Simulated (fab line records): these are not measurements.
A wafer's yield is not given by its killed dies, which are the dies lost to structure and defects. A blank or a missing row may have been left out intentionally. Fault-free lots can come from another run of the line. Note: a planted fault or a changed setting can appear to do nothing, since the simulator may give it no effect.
Which tool did it? + flow sky130 + 72 wafers from 24 lots sampled at 3 of the route's 708 steps

WHAT THE GAUGES SHOWED, per wafer
SKY_METAL1_THK_MEAS_06: measures by xrf.
| lot  | measured     | on           | METAL1_ALCU_THK (nm) |
|------|--------------|--------------|----------------------|
| L074 | day 31 01:31 | filmMetro-02 | 246 248 245          |
| L075 | day 31 16:40 | filmMetro-04 | 243 243 244          |
| L076 | day 32 03:03 | filmMetro-04 | 248 249 250          |
| L077 | day 32 06:26 | filmMetro-04 | 249 246 246          |
| L078 | day 32 23:57 | filmMetro-03 | 247 245 246          |
| L079 | day 33 00:47 | filmMetro-04 | 253 249 253          |
| L080 | day 33 11:48 | filmMetro-03 | 249 251 249          |
| L081 | day 33 19:17 | filmMetro-03 | 243 247 248          |
| L082 | day 34 03:26 | filmMetro-02 | 245 245 245          |
| L083 | day 35 02:32 | filmMetro-03 | 242 240 240          |
| L084 | day 35 05:30 | filmMetro-03 | 249 247 246          |
| L085 | day 35 07:56 | filmMetro-03 | 251 241 242          |
| L086 | day 36 00:29 | filmMetro-02 | 251 252 251          |
| L087 | day 36 16:07 | filmMetro-03 | 246 249 246          |
| L088 | day 37 02:37 | filmMetro-02 | 244 245 245          |
| L089 | day 37 08:40 | filmMetro-04 | 250 253 251          |
| L090 | day 37 09:48 | filmMetro-04 | 252 247 248          |
| L091 | day 37 12:23 | filmMetro-02 | 245 248 243          |
| L092 | day 37 13:37 | filmMetro-03 | 248 247 249          |
| L093 | day 37 17:38 | filmMetro-04 | 251 248 251          |
| L094 | day 37 23:16 | filmMetro-03 | 243 246 242          |
| L095 | day 38 22:14 | filmMetro-03 | 252 248 251          |
| L096 | day 38 23:08 | filmMetro-03 | 251 247 251          |
| L097 | day 39 13:56 | filmMetro-02 | 244 245 246          |

SKY_VIA2_CD_MEAS_12: the cd target is 200 nm.
| lot  | measured     | on       | cdNm (nm)         |
|------|--------------|----------|-------------------|
| L074 | day 35 16:49 | cdSem-02 | 201.0 200.1 199.9 |
| L075 | day 36 06:31 | cdSem-01 | 199.9 201.4 200.5 |
| L076 | day 36 18:14 | cdSem-02 | 199.8 200.7 199.8 |
| L077 | day 36 20:45 | cdSem-01 | 199.4 200.8 202.1 |
| L078 | day 37 14:34 | cdSem-01 | 196.6 197.8 197.7 |
| L079 | day 37 14:35 | cdSem-02 | 199.4 200.0 200.7 |
| L080 | day 38 01:42 | cdSem-01 | 202.2 202.5 203.3 |
| L081 | day 38 07:49 | cdSem-02 | 199.5 198.6 198.2 |
| L082 | day 38 15:47 | cdSem-01 | 200.2 200.3 201.9 |
| L083 | day 39 15:23 | cdSem-01 | 199.4 198.2 198.6 |
| L084 | day 39 17:14 | cdSem-01 | 200.9 201.5 203.2 |
| L085 | day 39 19:04 | cdSem-02 | 199.5 199.8 199.9 |
| L086 | day 40 10:24 | cdSem-01 | 199.2 200.1 199.7 |
| L087 | day 41 01:46 | cdSem-01 | 200.0 201.0 201.0 |
| L088 | day 41 10:35 | cdSem-02 | 198.1 197.9 198.6 |
| L089 | day 41 16:16 | cdSem-01 | 198.4 200.0 199.6 |
| L090 | day 41 17:23 | cdSem-02 | 199.4 199.3 199.3 |
| L091 | day 41 20:13 | cdSem-01 | 200.1 199.9 199.3 |
| L092 | day 41 21:07 | cdSem-02 | 198.1 197.9 199.1 |
| L093 | day 42 01:17 | cdSem-01 | 197.5 199.5 198.9 |
| L094 | day 42 05:22 | cdSem-02 | 200.4 199.7 201.5 |
| L095 | day 43 03:21 | cdSem-02 | 200.3 201.5 202.2 |
| L096 | day 43 03:47 | cdSem-02 | 198.2 199.4 198.7 |
| L097 | day 43 15:50 | cdSem-01 | 199.0 198.0 199.2 |

EACH LOT AND THE TOOL THAT RAN IT (in order: tool; ch and the chambers of the sampled wafers; start)
| lot  | SKY_VIA1_CMP_24               |
|------|-------------------------------|
| L074 | cmp-01 ch 1,2,3, day 33 10:09 |
| L075 | cmp-02 ch 0,1,3, day 34 00:06 |
| L076 | cmp-01 ch 0,2,3, day 34 11:12 |
| L077 | cmp-01 ch 0,1, day 34 14:36   |
| L078 | cmp-02 ch 0,1,2, day 35 07:54 |
| L079 | cmp-01 ch 0,2,3, day 35 08:05 |
| L080 | cmp-02 ch 1,2, day 35 20:01   |
| L081 | cmp-02 ch 0,1,3, day 36 02:29 |
| L082 | cmp-02 ch 1,2,3, day 36 10:17 |
| L083 | cmp-01 ch 0,2,3, day 37 10:31 |
| L084 | cmp-01 ch 2,3, day 37 12:38   |
| L085 | cmp-01 ch 0,1, day 37 14:39   |
| L086 | cmp-01 ch 0,3, day 38 06:19   |
| L087 | cmp-01 ch 0,2,3, day 38 22:05 |
| L088 | cmp-02 ch 0,1,2, day 39 07:59 |
| L089 | cmp-01 ch 0,1, day 39 14:18   |
| L090 | cmp-01 ch 0,3, day 39 15:19   |
| L091 | cmp-01 ch 1,3, day 39 17:43   |
| L092 | cmp-01 ch 0,3, day 39 18:02   |
| L093 | cmp-01 ch 0,1,3, day 39 23:18 |
| L094 | cmp-01 ch 0,1, day 40 03:46   |
| L095 | cmp-01 ch 1,2,3, day 41 01:54 |
| L096 | cmp-02 ch 1,2,3, day 41 03:24 |
| L097 | cmp-02 ch 0,1,3, day 41 17:09 |
- SKY_VIA1_CMP_24: polishes, stops on SiO2, t overpolish 15 s, target thk 0 nm.

AS READ BY THE TOOLS THEMSELVES (means over the sampled wafers that have a number; for cases with no such wafer, the mark the record gives instead)
SKY_VIA1_CMP_24.
| lot  | tool   | motorCurrentA (A) | overpolishRunS (s) | timeToEndpointS (s) |
|------|--------|-------------------|--------------------|---------------------|
| L074 | cmp-01 | 11.9              | 14.994             | 62                  |
| L075 | cmp-02 | 10.9              | 15.006             | 60                  |
| L076 | cmp-01 | 11.4              | 14.985             | 66                  |
| L077 | cmp-01 | 11.1              | 15.000             | 64                  |
| L078 | cmp-02 | 11.6              | 15.003             | 60                  |
| L079 | cmp-01 | 11.5              | 15.000             | 64                  |
| L080 | cmp-02 | 11.1              | 15.003             | 61                  |
| L081 | cmp-02 | 10.5              | 15.009             | 61                  |
| L082 | cmp-02 | 10.6              | 15.001             | 62                  |
| L083 | cmp-01 | 11.7              | 15.002             | 66                  |
| L084 | cmp-01 | 12.5              | 14.999             | 65                  |
| L085 | cmp-01 | 11.5              | 15.002             | 63                  |
| L086 | cmp-01 | 11.2              | 14.999             | 66                  |
| L087 | cmp-01 | 11.4              | 15.003             | 64                  |
| L088 | cmp-02 | 11.5              | 14.999             | 68                  |
| L089 | cmp-01 | 11.2              | 15.004             | 67                  |
| L090 | cmp-01 | 11.0              | 14.998             | 73                  |
| L091 | cmp-01 | 11.6              | 15.009             | 64                  |
| L092 | cmp-01 | 11.3              | 14.994             | 68                  |
| L093 | cmp-01 | 11.5              | 14.998             | 65                  |
| L094 | cmp-01 | 10.8              | 15.003             | 67                  |
| L095 | cmp-01 | 12.2              | 15.007             | 67                  |
| L096 | cmp-02 | 10.6              | 14.992             | 64                  |
| L097 | cmp-02 | 10.3              | 15.002             | 63                  |

THE ANSWER, worked out from the rows above alone
Rule: the usual values come from the lots themselves. The widest of any qualifying gaps counts: lots, ordered by their means at a reading, are off when they make up no more than a third of the lots, leave a main group of 4 or more, and stand apart from it by 3 or more times the standard deviation of that group's means. The tables above print the reading to a certain number of digits; a main group whose means all agree to those digits is not used. Also off: a lot with no number at a reading for which 4 or more lots have one. The other lots that the step has rows for count as sound. After the gauges, taken in route order, come the tools' own readings; for these a lot's mean is taken, as printed above. At the first step where some lot is off, the reading lying furthest off is the one used; lots without a number count as furthest.
Nothing can be told from this: no lot is off at any reading shown.

WHAT WAS PUT IN BY THE SIMULATOR
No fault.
